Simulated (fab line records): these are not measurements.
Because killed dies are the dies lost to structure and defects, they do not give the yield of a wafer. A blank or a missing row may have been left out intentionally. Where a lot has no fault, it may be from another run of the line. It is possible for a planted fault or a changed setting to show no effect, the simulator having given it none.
One fault seen from 2 desks ; flow sky130 ; what lay behind the numbers comes last; until then each desk has only its own

## DESK OF THE TOOL OWNER: cmp-01
The tool's own readings at SKY_LI_CONTACT_CMP_24 (polishes, stops on PSG, t overpolish 20 s, target thk 0 nm): means of the sampled wafers that have a number, for each lot that ran on this tool. If a lot's mean is further than 4 standard deviations from the usual mean, the lot is out of limits and carries the mark OUT (the distance appears in the brackets).
Columns: A = edge zone pressure frac at SKY_LI_CONTACT_CMP_24, usual 1.000; B = head pressure psi at SKY_LI_CONTACT_CMP_24, usual 3.500 psi; C = motor current A at SKY_LI_CONTACT_CMP_24, usual 10.4 A; D = overpolish run s at SKY_LI_CONTACT_CMP_24, usual 19.999 s; E = retaining ring pressure frac at SKY_LI_CONTACT_CMP_24, usual 1.000; F = slurry filter dp kPa at SKY_LI_CONTACT_CMP_24, usual 13.51 kPa; G = time to endpoint s at SKY_LI_CONTACT_CMP_24, usual 97 s
lot;first seen here;A;B;C;D;E;F;G
L368;day 30 22:32;1.003;3.502;10.2;19.994;1.001;13.56;101
L372;day 32 01:54;0.996;3.506;10.7;19.995;1.004;13.51;97
L376;day 33 14:47;1.005;3.496;11.1;20.001;0.996;13.48;96
L378;day 34 07:12;1.003;3.491;10.4;20.001;0.997;13.50;97
L383;day 35 12:08;0.997;3.499;10.8;20.007;1.000;13.60;98
Result from this desk: across the 5 lots, nothing is out of limits.

## FROM THE METROLOGY DESK
Means of the sampled wafers that have a number, per lot and without regard to the tool the lot ran on: this is what the gauges read. If a lot's mean is further than 4 standard deviations from the usual mean, the lot is out of limits and carries the mark OUT (the distance appears in the brackets).
Columns: A = METAL1_ALCU_RS at SKY_METAL1_RS_MEAS_05, usual 0.1262 ohm/sq
lot;first seen here;A
L367;day 33 06:46;0.1265
L368;day 33 08:14;0.1252
L369;day 33 22:23;0.1268
L371;day 34 09:01;0.1274
L372;day 34 10:28;0.1268
L376;day 35 23:19;0.1263
L378;day 36 16:18;0.1259
L383;day 37 18:55;0.1264
L384;day 38 08:23;0.1251
L386;day 38 18:36;0.1280
Result from this desk: across the 10 lots, nothing is out of limits.

## BROUGHT TOGETHER
The desk of the tool owner found nothing out of limits.
At the metrology desk, nothing out of limits was observed.

## WHAT THE SIMULATOR HAD INSERTED
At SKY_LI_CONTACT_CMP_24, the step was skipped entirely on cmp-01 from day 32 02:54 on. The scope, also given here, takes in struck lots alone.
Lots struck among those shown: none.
